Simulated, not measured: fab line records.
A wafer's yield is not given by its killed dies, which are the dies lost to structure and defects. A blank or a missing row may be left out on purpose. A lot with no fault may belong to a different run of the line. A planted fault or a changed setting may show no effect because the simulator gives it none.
fab line records	flow sky130
[record] lots = 5	wafers = 15	last_day = 49
route steps=708 shown LDD_P@259 LDD_HVN@267 LDD_HVP@278 LDD_LDN@289
lots that met no fault: from a run of the same line without faults
start_h: hours from the record's first day to the start of the lot's first wafer shown	wait_h: how many hours have passed since the lot's step before this one	" identical to the entry in the row above	L1.1+2: several wafers, shown together as one row	- no value, or no start was given	* or withheld: withheld	< > ~ a bound
route shown NAME@n: NAME is a module with steps in the file, n the number in the route of the first one	usual: mean/standard deviation of fault-free wafers	same: alike in all rows	chamber/n: place in a boat	sites: per-site readings	_std_site: their standard deviation	_edge_site: inner sites' mean taken away from outer sites' mean	radius_mm: for every site, how far away it sits from the centre of the wafer	mask NAME#n: copy n	behind: the most recent tool/chamber to have shaped the wafer	hold: cause of the lot's hold/its duration in hours/its outcome	device: the transistor (n, p or np) that didn't switch	end of line: tests of these same wafers at the route's end	step lacking rows: just its recipe	killed: dies that structure and defects cost at the first sort, which is not the same as the wafer's yield	map: per-die view of a wafer (x killed, . not killed, _ where there is no die)
set.NAME: the setting as run; set.NAME@STEP: as run at that earlier step	model.NAME: the simulator's own value behind a step, which no gauge read
a table for each step, a row for each wafer; lots at some steps of the route
services: a tool's chamber out of use, with start hour (start_h, from the record's first day; less than 0 if before it), hours out, and reason
[[steps]]
[step SKY_LDD_P_EXPOSE_04]
[recipe] mask_id = PSDM	na = 0.6	source_shape = conventional	sigma_outer = 0.6	polarization = unpolarized	target_cd_nm = 380	dose_mj = 138
[step SKY_LDD_P_PEB_05]
[recipe] temp_c = withheld	time_s = *	resist = NOVOLAK
[step SKY_LDD_P_DEVELOP_06]
[recipe] resist = NOVOLAK	developer = TMAH	develop_time_s = 60	dev_temp_c = 23
[step SKY_LDD_P_CD_MEAS_07]
[recipe] target_cd_nm = 380
[usual] cd_nm = 380.0/2.9
lot.wafer	tool	chamber	start_h	wait_h	cd_nm
L693.2	cd_sem-01	-	441.82	0.1	379.6
L693.4	"	-	"	"	380.8
L693.6	"	-	"	"	380.3
L696.1	cd_sem-01	-	475.13	0.1	382.4
L696.4	"	-	"	"	381.9
L696.6	"	-	"	"	378.3
L700.1	cd_sem-02	-	508.30	0.1	378.9
L700.5	"	-	"	"	378.8
L700.6	"	-	"	"	377.6
L707.1	cd_sem-01	-	556.96	0.1	379.0
L707.2	"	-	"	"	378.3
L707.5	"	-	"	"	378.3
L713.3	cd_sem-01	-	604.39	0.1	381.2
L713.5	"	-	"	"	380.6
L713.6	"	-	"	"	382.5
[step SKY_LDD_P_OVL_MEAS_08]
[usual] LDD_P_OVL = -1.2/1.4
lot.wafer	tool	chamber	start_h	wait_h	LDD_P_OVL[nm]
L693.2	overlay-02	-	441.92	0.1	-0.4
L693.4	"	-	"	"	-2.3
L693.6	"	-	"	"	-1.3
L696.1	overlay-01	-	475.25	0.1	0.8
L696.4	"	-	"	"	0.3
L696.6	"	-	"	"	1.5
L700.1	overlay-01	-	508.42	0.1	-1.0
L700.5	"	-	"	"	-2.0
L700.6	"	-	"	"	-0.9
L707.1	overlay-01	-	557.08	0.1	1.8
L707.2	"	-	"	"	-0.2
L707.5	"	-	"	"	-0.7
L713.3	overlay-01	-	604.48	0.1	0.9
L713.5	"	-	"	"	0.5
L713.6	"	-	"	"	-1.2
[step SKY_LDD_P_IMPLANT_09]
[recipe] species = BF2	energy_kev = 25	dose_cm2 = 1e+13	tilt_deg = withheld
[step SKY_LDD_P_STRIP_10]
[recipe] chemistry = O2/N2	power_w = 1400	pressure_mtorr = 1500	platen_temp_c = withheld	o2_flow_sccm = 3000	n2_flow_sccm = 300	overash_fraction = 0.5
[usual] drypump_motor_current_A = 5.5/0.64	oes_product_au = 0.715/0.0044	strip_time_to_endpoint_s = 14.18/0.04
lot.wafer	tool	chamber	start_h	wait_h	drypump_motor_current_A	oes_product_au	rf_hours_counter_h	strip_time_to_endpoint_s
L693.2	plasma_asher-01	0	442.10	0.1	4.8	0.717	76	14.20
L693.4	"	0	"	"	4.8	0.711	-	14.17
L693.6	"	1	"	"	5.2	0.715	-	14.16
L696.1	plasma_asher-01	0	475.44	0.1	4.9	0.718	80	14.20
L696.4	"	0	"	"	4.9	0.716	-	14.22
L696.6	"	0	"	"	4.9	0.714	-	14.20
L700.1	plasma_asher-04	0	508.60	0.1	5.1	0.718	8	14.18
L700.5	"	0	"	"	5.1	0.706	-	14.19
L700.6	"	1	"	"	6.7	0.720	-	14.20
L707.1	plasma_asher-03	1	557.26	0.1	5.3	0.717	41	14.20
L707.2	"	0	"	"	6.2	0.718	41	14.22
L707.5	"	1	"	"	5.3	0.721	-	14.19
L713.3	plasma_asher-04	1	604.69	0.1	6.7	0.711	-	14.24
L713.5	"	0	"	"	5.2	0.712	-	14.23
L713.6	"	1	"	"	6.7	0.708	-	14.26
[step SKY_LDD_P_TW_MEAS_11]
[usual] LDD_P_TW = 633/5.9
lot.wafer	tool	chamber	start_h	wait_h	LDD_P_TW
L693.2	film_metro-01	-	442.21	0.1	635
L693.4	"	-	"	"	636
L693.6	"	-	"	"	636
L696.1	film_metro-01	-	475.54	0.1	638
L696.4	"	-	"	"	635
L696.6	"	-	"	"	638
L700.1	film_metro-03	-	508.70	0.1	629
L700.5	"	-	"	"	628
L700.6	"	-	"	"	631
L707.1	film_metro-03	-	557.36	0.1	632
L707.2	"	-	"	"	633
L707.5	"	-	"	"	631
L713.3	film_metro-03	-	604.77	0.1	628
L713.5	"	-	"	"	631
L713.6	"	-	"	"	629
[step SKY_LDD_HVN_DEHYDRATE_00]
[recipe] temp_c = 200	time_s = 60
[step SKY_LDD_HVN_HMDS_01]
[recipe] prime_time_s = 60	prime_temp_c = 120
[step SKY_LDD_HVN_COAT_02]
[recipe] resist = NOVOLAK	spin_rpm = 3000	resist_thk_nm = 300
[step SKY_LDD_HVN_SOFTBAKE_03]
[recipe] temp_c = 90	time_s = 60	resist = NOVOLAK
[step SKY_LDD_HVN_EXPOSE_04]
[recipe] mask_id = HVNTM	na = 0.6	source_shape = conventional	sigma_outer = 0.6	polarization = unpolarized	target_cd_nm = 700	dose_mj = 127
[same] na = 0.6
lot.wafer	tool	chamber	start_h	wait_h	mask
L693.2+4+6	iline_stepper-01	0	457.53	-	HVNTM#0
L696.1+4+6	iline_stepper-02	0	490.53	-	LDNTM#0
L700.1+5+6	iline_stepper-01	0	523.49	-	HVNTM#0
L707.1+2+5	iline_stepper-02	0	571.83	-	HVNTM#0
L713.3+5+6	iline_stepper-01	0	619.10	-	HVNTM#0
[step SKY_LDD_HVN_PEB_05]
[recipe] temp_c = withheld	time_s = *	resist = NOVOLAK
[step SKY_LDD_HVN_DEVELOP_06]
[recipe] resist = NOVOLAK	developer = TMAH	develop_time_s = 60	dev_temp_c = 23
[step SKY_LDD_HVN_OVL_MEAS_07]
[usual] LDD_HVN_OVL = -1.0/1.3
lot.wafer	tool	chamber	start_h	wait_h	LDD_HVN_OVL[nm]
L693.2	overlay-02	-	472.51	0.1	-3.3
L693.4	"	-	"	"	-0.3
L693.6	"	-	"	"	-4.8
L696.1	overlay-01	-	505.48	0.1	-
L696.4	"	-	"	"	-
L696.6	"	-	"	"	-
L700.1	overlay-01	-	538.78	0.1	0.2
L700.5	"	-	"	"	0.9
L700.6	"	-	"	"	-1.1
L707.1	overlay-02	-	586.53	0.1	-1.8
L707.2	"	-	"	"	-1.0
L707.5	"	-	"	"	-0.6
L713.3	overlay-01	-	632.94	0.1	0.1
L713.5	"	-	"	"	0.1
L713.6	"	-	"	"	1.0
[step SKY_LDD_HVN_IMPLANT_08]
[recipe] species = P	energy_kev = 60	dose_cm2 = 3e+13	tilt_deg = 40
[step SKY_LDD_HVN_STRIP_09]
[recipe] chemistry = O2/N2	power_w = 1400	pressure_mtorr = 1500	platen_temp_c = withheld	o2_flow_sccm = 3000	n2_flow_sccm = 300	overash_fraction = 0.5
[usual] drypump_motor_current_A = 5.5/0.57	oes_product_au = 0.409/0.0042	strip_time_to_endpoint_s = 4.137/0.015
lot.wafer	tool	chamber	start_h	wait_h	drypump_motor_current_A	oes_product_au	rf_hours_counter_h	strip_time_to_endpoint_s
L693.2	plasma_asher-01	0	472.69	0.1	4.9	0.411	79	4.159
L693.4	"	1	"	"	5.2	0.414	-	4.176
L693.6	"	0	"	"	4.8	0.411	-	4.131
L696.1	plasma_asher-03	0	505.67	0.1	6.2	0.412	36	4.140
L696.4	"	1	"	"	5.3	0.408	-	4.127
L696.6	"	1	"	"	5.3	0.412	-	4.111
L700.1	plasma_asher-02	1	538.97	0.1	6.5	0.407	72	4.114
L700.5	"	1	"	"	6.5	0.407	-	4.119
L700.6	"	0	"	"	5.8	0.406	-	4.136
L707.1	plasma_asher-01	1	586.72	0.1	5.2	0.404	91	4.154
L707.2	"	0	"	"	4.9	0.409	91	4.143
L707.5	"	0	"	"	4.9	0.406	-	4.124
L713.3	plasma_asher-01	1	633.15	0.1	5.2	0.402	-	4.150
L713.5	"	0	"	"	4.9	0.411	-	4.172
L713.6	"	1	"	"	5.2	0.405	-	4.134
[step SKY_LDD_HVN_TW_MEAS_10]
[usual] LDD_HVN_TW = 1433/13
lot.wafer	tool	chamber	start_h	wait_h	LDD_HVN_TW
L693.2	film_metro-03	-	472.80	0.1	1423
L693.4	"	-	"	"	1414
L693.6	"	-	"	"	1417
L696.1	film_metro-03	-	505.77	0.1	30
L696.4	"	-	"	"	30
L696.6	"	-	"	"	30
L700.1	film_metro-03	-	539.07	0.1	1422
L700.5	"	-	"	"	1417
L700.6	"	-	"	"	1425
L707.1	film_metro-01	-	586.82	0.1	1437
L707.2	"	-	"	"	1426
L707.5	"	-	"	"	1431
L713.3	film_metro-01	-	633.24	0.1	1430
L713.5	"	-	"	"	1424
L713.6	"	-	"	"	1434
[step SKY_LDD_HVP_DEHYDRATE_00]
[recipe] temp_c = 200	time_s = 60
[step SKY_LDD_HVP_HMDS_01]
[recipe] prime_time_s = 60	prime_temp_c = 120
[step SKY_LDD_HVP_COAT_02]
[recipe] resist = NOVOLAK	spin_rpm = 3000	resist_thk_nm = 300
[step SKY_LDD_HVP_SOFTBAKE_03]
[recipe] temp_c = 90	time_s = 60	resist = NOVOLAK
[step SKY_LDD_HVP_EXPOSE_04]
[recipe] mask_id = HVPTM	na = 0.6	source_shape = conventional	sigma_outer = 0.6	polarization = unpolarized	target_cd_nm = 700	dose_mj = 86
[step SKY_LDD_HVP_PEB_05]
[recipe] temp_c = withheld	time_s = *	resist = NOVOLAK
[step SKY_LDD_HVP_DEVELOP_06]
[recipe] resist = NOVOLAK	developer = TMAH	develop_time_s = 60	dev_temp_c = 23
[step SKY_LDD_HVP_OVL_MEAS_07]
[usual] LDD_HVP_OVL = -0.2/1.4
lot.wafer	tool	chamber	start_h	wait_h	LDD_HVP_OVL[nm]
L693.2	overlay-02	-	502.95	0.1	3.2
L693.4	"	-	"	"	-0.3
L693.6	"	-	"	"	-0.2
L696.1	overlay-01	-	536.05	0.1	2.4
L696.4	"	-	"	"	2.7
L696.6	"	-	"	"	1.3
L700.1	overlay-02	-	568.72	0.1	0.7
L700.5	"	-	"	"	-1.9
L700.6	"	-	"	"	-1.8
L707.1	overlay-02	-	615.56	0.1	2.3
L707.2	"	-	"	"	0.8
L707.5	"	-	"	"	0.2
L713.3	overlay-02	-	661.37	0.1	-2.0
L713.5	"	-	"	"	-3.6
L713.6	"	-	"	"	-1.5
[step SKY_LDD_HVP_IMPLANT_08]
[recipe] species = B	energy_kev = 20	dose_cm2 = 1.7e+13	tilt_deg = 17.9
[step SKY_LDD_HVP_STRIP_09]
[recipe] chemistry = O2/N2	power_w = 1400	pressure_mtorr = 1500	platen_temp_c = withheld	o2_flow_sccm = 3000	n2_flow_sccm = 300	overash_fraction = 0.5
[usual] drypump_motor_current_A = 5.7/0.69	oes_product_au = 0.408/0.0041	strip_time_to_endpoint_s = 4.138/0.015
lot.wafer	tool	chamber	start_h	wait_h	drypump_motor_current_A	oes_product_au	rf_hours_counter_h	strip_time_to_endpoint_s
L693.2	plasma_asher-02	1	503.13	0.1	6.5	0.410	68	4.133
L693.4	"	0	"	"	5.8	0.403	-	4.119
L693.6	"	0	"	"	5.8	0.411	-	4.119
L696.1	plasma_asher-04	0	536.23	0.1	5.1	0.408	11	4.111
L696.4	"	1	"	"	6.7	0.408	-	4.129
L696.6	"	0	"	"	5.1	0.410	-	4.125
L700.1	plasma_asher-01	1	568.90	0.1	5.2	0.412	90	4.136
L700.5	"	0	"	"	4.8	0.408	-	4.149
L700.6	"	1	"	"	5.2	0.413	-	4.136
L707.1	plasma_asher-02	0	615.74	0.1	5.8	0.406	78	4.125
L707.2	"	1	"	"	6.5	0.402	78	4.122
L707.5	"	0	"	"	5.8	0.406	-	4.134
L713.3	plasma_asher-01	0	661.58	0.1	4.8	0.404	-	4.115
L713.5	"	0	"	"	4.8	0.410	-	4.144
L713.6	"	1	"	"	5.2	0.412	-	4.119
[step SKY_LDD_HVP_TW_MEAS_10]
[usual] LDD_HVP_TW = 458/5
lot.wafer	tool	chamber	start_h	wait_h	LDD_HVP_TW
L693.2	film_metro-02	-	503.24	0.1	459
L693.4	"	-	"	"	458
L693.6	"	-	"	"	458
L696.1	film_metro-02	-	536.33	0.1	461
L696.4	"	-	"	"	461
L696.6	"	-	"	"	464
L700.1	film_metro-02	-	569.00	0.1	460
L700.5	"	-	"	"	460
L700.6	"	-	"	"	459
L707.1	film_metro-03	-	615.84	0.1	453
L707.2	"	-	"	"	452
L707.5	"	-	"	"	453
L713.3	film_metro-04	-	661.66	0.1	461
L713.5	"	-	"	"	462
L713.6	"	-	"	"	464
[step SKY_LDD_LDN_DEHYDRATE_00]
[recipe] temp_c = 200	time_s = 60
[step SKY_LDD_LDN_HMDS_01]
[recipe] prime_time_s = 60	prime_temp_c = 120
[step SKY_LDD_LDN_COAT_02]
[recipe] resist = NOVOLAK	spin_rpm = 3000	resist_thk_nm = 1140
[step SKY_LDD_LDN_SOFTBAKE_03]
[recipe] temp_c = 90	time_s = 60	resist = NOVOLAK
[step SKY_LDD_LDN_EXPOSE_04]
[recipe] mask_id = LDNTM	na = 0.6	source_shape = conventional	sigma_outer = 0.6	polarization = unpolarized	target_cd_nm = 700	dose_mj = 140
[step SKY_LDD_LDN_PEB_05]
[recipe] temp_c = withheld	time_s = *	resist = NOVOLAK
[step SKY_LDD_LDN_DEVELOP_06]
[recipe] resist = NOVOLAK	developer = TMAH	develop_time_s = 60	dev_temp_c = 23
[step SKY_LDD_LDN_OVL_MEAS_07]
[usual] LDD_LDN_OVL = 0.8/1.3
lot.wafer	tool	chamber	start_h	wait_h	LDD_LDN_OVL[nm]
L693.2	overlay-02	-	532.89	0.1	0.2
L693.4	"	-	"	"	0.4
L693.6	"	-	"	"	-0.1
L696.1	overlay-02	-	566.13	0.1	2.0
L696.4	"	-	"	"	1.0
L696.6	"	-	"	"	2.9
L700.1	overlay-02	-	598.03	0.1	-0.1
L700.5	"	-	"	"	0.3
L700.6	"	-	"	"	0.1
L707.1	overlay-02	-	645.42	0.1	-1.0
L707.2	"	-	"	"	-0.1
L707.5	"	-	"	"	-0.4
L713.3	overlay-01	-	689.05	0.1	1.2
L713.5	"	-	"	"	1.0
L713.6	"	-	"	"	0.0
[step SKY_LDD_LDN_IMPLANT_08]
[recipe] species = As	energy_kev = 15	dose_cm2 = 1.25e+13	tilt_deg = withheld	rotation_deg = 23
[step SKY_LDD_LDN_IMPLANT_09]
[recipe] species = As	energy_kev = 15	dose_cm2 = 1.25e+13	tilt_deg = withheld	rotation_deg = 113
[step SKY_LDD_LDN_IMPLANT_10]
[recipe] species = As	energy_kev = 15	dose_cm2 = 1.25e+13	tilt_deg = withheld	rotation_deg = 203
[step SKY_LDD_LDN_IMPLANT_11]
[recipe] species = As	energy_kev = 15	dose_cm2 = 1.25e+13	tilt_deg = withheld	rotation_deg = 293
[step SKY_LDD_LDN_TW_MEAS_13]
[usual] LDD_LDN_TW = 1485/12
lot.wafer	tool	chamber	start_h	wait_h	LDD_LDN_TW
L693.2	film_metro-04	-	533.63	0.1	1490
L693.4	"	-	"	"	1494
L693.6	"	-	"	"	1498
L696.1	film_metro-02	-	566.87	0.1	1833
L696.4	"	-	"	"	1827
L696.6	"	-	"	"	1828
L700.1	film_metro-02	-	598.77	0.1	1488
L700.5	"	-	"	"	1490
L700.6	"	-	"	"	1485
L707.1	film_metro-04	-	646.15	0.1	1494
L707.2	"	-	"	"	1496
L707.5	"	-	"	"	1498
L713.3	film_metro-04	-	689.79	0.1	1500
L713.5	"	-	"	"	1495
L713.6	"	-	"	"	1491
[[services]]
tool	chamber	start_h	hours	kind
plasma_asher-04	-	421.81	9.0	pm
plasma_asher-04	0	421.81	9.0	vent_cycle
plasma_asher-04	1	421.81	9.0	vent_cycle
plasma_asher-01	-	425.82	0.6	repair
plasma_asher-04	0	430.81	-	clean
plasma_asher-04	1	430.81	-	clean
iline_stepper-01	-	452.17	2.1	pm
iline_stepper-01	-	454.25	-	consumable_replace:lamp
plasma_asher-03	-	454.38	14.6	pm
iline_stepper-01	0	466.19	-	calibration
plasma_asher-04	-	470.35	1.4	repair
iline_stepper-01	-	474.84	6.6	repair
iline_stepper-02	0	490.14	-	calibration
plasma_asher-01	-	504.77	2.8	pm
iline_stepper-01	-	535.95	1.7	pm
plasma_asher-04	-	546.17	2.8	pm
plasma_asher-02	-	552.70	20.2	pm
plasma_asher-04	-	574.57	0.7	repair
iline_stepper-02	-	592.13	23.2	repair
plasma_asher-01	-	598.51	3.1	repair
iline_stepper-02	-	615.33	1.7	pm
iline_stepper-02	-	630.13	10.6	repair
[[key]]
[first_sign] step = SKY_LDD_HVN_EXPOSE_04	reading = mask	direction = changed
[effect] step = SKY_LDD_HVN_OVL_MEAS_07	reading = LDD_HVN_OVL	direction = missing
[effect] step = SKY_LDD_HVN_TW_MEAS_10	reading = LDD_HVN_TW	direction = down	sigmas = 99+	usual = 1433	struck = 30
[effect] step = SKY_LDD_LDN_TW_MEAS_13	reading = LDD_LDN_TW	direction = up	sigmas = 30	usual = 1485	struck = 1829
met_at SKY_LDD_HVN_EXPOSE_04
struck_wafers L696.1,L696.4,L696.6
sort_left_out L696.1,L696.4,L696.6
tester_left_out L696
[fault] kind = wrong_mask	tool = any	chamber = -	onset_h = 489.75	steps = SKY_LDD_HVN_EXPOSE_04	aux_copy = LDNTM#0	scope = struck_lots_only
// tester_left_out: of these lots the tester's yield and bins aren't shown, on N5 and GAA mostly nor the transistor test; their killed dies are dies lost to structure and defects alone, not to doping, threshold or leakage, so they don't give the yield
// sort_left_out: the simulated sort isn't trusted on such a fault, so these wafers' sort isn't shown, and their yield isn't known
